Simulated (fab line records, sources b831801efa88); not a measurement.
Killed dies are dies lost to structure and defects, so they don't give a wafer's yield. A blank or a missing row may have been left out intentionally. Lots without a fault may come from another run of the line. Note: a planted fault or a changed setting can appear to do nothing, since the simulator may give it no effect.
Which tool was responsible? -- flow sky130 -- 10 lots, 29 wafers sampled, at 6 steps of a route of 708

## WHAT EACH GAUGE READ, for each wafer
SKY_CAPM_RS_MEAS_03: measures by four-point-probe. Usual: CAPM_TIN_RS typically reads 6.93 ohm/sq, with standard deviation 0.075.
lot,measured,on,CAPM_TIN_RS (ohm/sq),flag
L219,day 36 08:25,filmMetro-02,6.81 6.80 6.82,
L221,day 37 07:25,filmMetro-04,6.91 6.86 6.94,
L223,day 37 15:52,filmMetro-02,6.90 6.96 6.78,
L226,day 38 11:05,filmMetro-02,6.92 6.98 6.89,
L228,day 38 23:07,filmMetro-01,6.94 6.97 6.90,
L229,day 39 09:05,filmMetro-04,7.02 7.01 7.11,
L230,day 39 17:38,filmMetro-04,6.96 6.93 6.96,
L236,day 41 12:49,filmMetro-04,7.01 6.94 6.89,
L237,day 41 17:01,filmMetro-04,10.25 6.91,OFF
L242,day 43 04:02,filmMetro-04,6.89 6.81 6.86,

SKY_CAPM_THK_MEAS_04: measures by xrf. Usual: CAPM_TIN_THK typically reads 199.1 nm, with standard deviation 2.4.
lot,measured,on,CAPM_TIN_THK (nm),flag
L219,day 36 08:32,filmMetro-02,203.3 203.0 202.9,
L221,day 37 07:31,filmMetro-04,199.6 199.9 198.9,
L223,day 37 15:58,filmMetro-02,198.5 196.6 202.0,
L226,day 38 11:11,filmMetro-02,199.3 197.3 200.8,
L228,day 38 23:14,filmMetro-01,200.2 199.5 202.3,
L229,day 39 09:13,filmMetro-04,196.4 196.6 193.3,
L230,day 39 17:44,filmMetro-04,198.1 198.0 197.0,
L236,day 41 12:55,filmMetro-04,196.4 198.8 199.8,
L237,day 41 17:07,filmMetro-04,136.5 199.3,OFF
L242,day 43 04:08,filmMetro-04,199.5 202.1 200.0,

## EACH LOT AND THE TOOL THAT RAN IT (in order: tool; ch and the chambers of the sampled wafers; start)
lot,SKY_SD_N_STRIP_11,SKY_LI_CONTACT_CMP_02,SKY_METAL2_SPUTTER_01,SKY_CAPM_SPUTTER_02
L219,"plasmaAsher-01 ch 0,1, day 27 22:46","cmp-01 ch 1,3, day 27 23:45","pvdSputter-01, day 34 00:37","pvdSputter-02, day 36 08:18"
L221,"plasmaAsher-01 ch 0,1, day 29 00:53","cmp-02 ch 0,1, day 29 01:46","pvdSputter-02, day 34 23:58","pvdSputter-03, day 37 07:16"
L223,"plasmaAsher-02 ch 0,1, day 29 09:47","cmp-01 ch 0,1,3, day 29 10:45","pvdSputter-01, day 35 09:36","pvdSputter-03, day 37 15:44"
L226,"plasmaAsher-04 ch 0, day 30 06:38","cmp-02 ch 0,1,3, day 30 07:40","pvdSputter-03, day 36 04:46","pvdSputter-03, day 38 10:58"
L228,"plasmaAsher-01 ch 1, day 30 18:47","cmp-01 ch 0,1,3, day 30 19:42","pvdSputter-03, day 36 17:07","pvdSputter-02, day 38 22:59"
L229,"plasmaAsher-02 ch 0,1, day 31 04:06","cmp-01 ch 1,2,3, day 31 05:04","pvdSputter-01, day 37 02:43","pvdSputter-03, day 39 08:59"
L230,"plasmaAsher-04 ch 0,1, day 31 12:41","cmp-01 ch 0,1, day 31 13:34","pvdSputter-03, day 37 11:11","pvdSputter-03, day 39 17:30"
L236,"plasmaAsher-04 ch 0,1, day 33 12:58","cmp-01 ch 2,3, day 33 13:51","pvdSputter-02, day 39 08:00","pvdSputter-02, day 41 12:40"
L237,"plasmaAsher-04 ch 0,1, day 33 18:26","cmp-01 ch 2,3, day 33 19:24","pvdSputter-02, day 39 12:49","pvdSputter-03, day 41 16:53"
L242,"plasmaAsher-01 ch 0,1, day 35 08:50","cmp-02 ch 0,1, day 35 09:51","pvdSputter-01, day 41 00:44","pvdSputter-04, day 43 03:54"
- SKY_SD_N_STRIP_11: strips in O2/N2.
- SKY_LI_CONTACT_CMP_02: polishes PSG.
- SKY_METAL2_SPUTTER_01: material TiN, target thk 20 nm, time 16.7 s.
- SKY_CAPM_SPUTTER_02: material TiN, target thk 200 nm, time 166.7 s.

## WHAT THE TOOLS THEMSELVES READ (means of the sampled wafers that have a number; where no wafer has one, the mark that the record gives instead)
SKY_SD_N_STRIP_11. Usual: drypumpMotorCurrentA 5.55 A, standard deviation 0.19; oesProductAu 0.527 a.u., standard deviation 0.0045; stripTimeToEndpointS 22.56 s, standard deviation 0.045.
lot,tool,drypumpMotorCurrentA (A),oesProductAu (a.u.),stripTimeToEndpointS (s),flag
L219,plasmaAsher-01,5.78,0.526,22.57,
L221,plasmaAsher-01,5.79,0.527,22.54,
L223,plasmaAsher-02,5.52,0.526,22.50,
L226,plasmaAsher-04,5.68,0.523,22.53,
L228,plasmaAsher-01,5.93,0.526,22.56,
L229,plasmaAsher-02,5.52,0.525,22.59,
L230,plasmaAsher-04,5.51,0.527,22.60,
L236,plasmaAsher-04,5.51,0.528,22.57,
L237,plasmaAsher-04,5.54,0.522,22.57,
L242,plasmaAsher-01,5.78,0.529,22.64,

SKY_LI_CONTACT_CMP_02. Usual: motorCurrentA 12.5 A, standard deviation 1.5; timeToEndpointS 34 s, standard deviation 3.
lot,tool,motorCurrentA (A),timeToEndpointS (s),flag
L219,cmp-01,11.8,38,
L221,cmp-02,12.9,35,
L223,cmp-01,11.5,38,
L226,cmp-02,13.8,31,
L228,cmp-01,11.8,33,
L229,cmp-01,11.4,35,
L230,cmp-01,11.8,34,
L236,cmp-01,10.7,38,
L237,cmp-01,10.9,38,
L242,cmp-02,12.1,33,

SKY_METAL2_SPUTTER_01. Usual: cathodeDcPowerW 6500.0 W, standard deviation 1.2; throttleValvePct 30.2 %, standard deviation 1.2.
lot,tool,cathodeDcPowerW (W),throttleValvePct (%),flag
L219,pvdSputter-01,6499.7,30.8,
L221,pvdSputter-02,6498.9,30.1,
L223,pvdSputter-01,6500.7,30.8,
L226,pvdSputter-03,6500.1,30.4,
L228,pvdSputter-03,6499.3,29.8,
L229,pvdSputter-01,6500.5,30.5,
L230,pvdSputter-03,6499.8,29.6,
L236,pvdSputter-02,6500.0,29.8,
L237,pvdSputter-02,6498.7,29.9,
L242,pvdSputter-01,6499.6,30.3,

SKY_CAPM_SPUTTER_02. Usual: cathodeDcPowerW 6500.0 W, standard deviation 1; throttleValvePct 29.9 %, standard deviation 0.99.
lot,tool,cathodeDcPowerW (W),throttleValvePct (%),flag
L219,pvdSputter-02,6500.0,30.1,
L221,pvdSputter-03,6500.6,29.1,
L223,pvdSputter-03,6498.8,29.9,
L226,pvdSputter-03,6499.2,30.5,
L228,pvdSputter-02,6499.5,29.4,
L229,pvdSputter-03,6500.6,29.7,
L230,pvdSputter-03,6499.6,29.6,
L236,pvdSputter-02,6500.5,29.7,
L237,pvdSputter-03,6499.5,30.4,
L242,pvdSputter-04,6500.5,30.8,

## THE ANSWER, worked out from the rows above alone
Rule: a lot is off if the mean of its wafers that have a number lies more than 3 standard deviations from the usual mean. A lot without any number at a reading at which 4 lots or more have one is off too. All remaining lots with rows at the step are treated as sound. The gauges are gone through in route order, then the tools' own readings, and for those a lot's mean is taken as printed above. At the first step where some lot is off, the reading lying furthest off is the one used; lots without a number count as furthest.
Off: L237, seen at SKY_CAPM_RS_MEAS_03 (CAPM_TIN_RS).
A tool fits if, at a process step before that reading, it ran every lot that is off, and no sound lot after the first of them. Those tools and the gauges at SKY_CAPM_RS_MEAS_03 are tried in the same way. Can't be told from this: 4 tools fit, plasmaAsher-04 at SKY_SD_N_STRIP_11, cmp-01 at SKY_LI_CONTACT_CMP_02, pvdSputter-02 at SKY_METAL2_SPUTTER_01, pvdSputter-03 at SKY_CAPM_SPUTTER_02.

## WHAT THE SIMULATOR HAD INSERTED
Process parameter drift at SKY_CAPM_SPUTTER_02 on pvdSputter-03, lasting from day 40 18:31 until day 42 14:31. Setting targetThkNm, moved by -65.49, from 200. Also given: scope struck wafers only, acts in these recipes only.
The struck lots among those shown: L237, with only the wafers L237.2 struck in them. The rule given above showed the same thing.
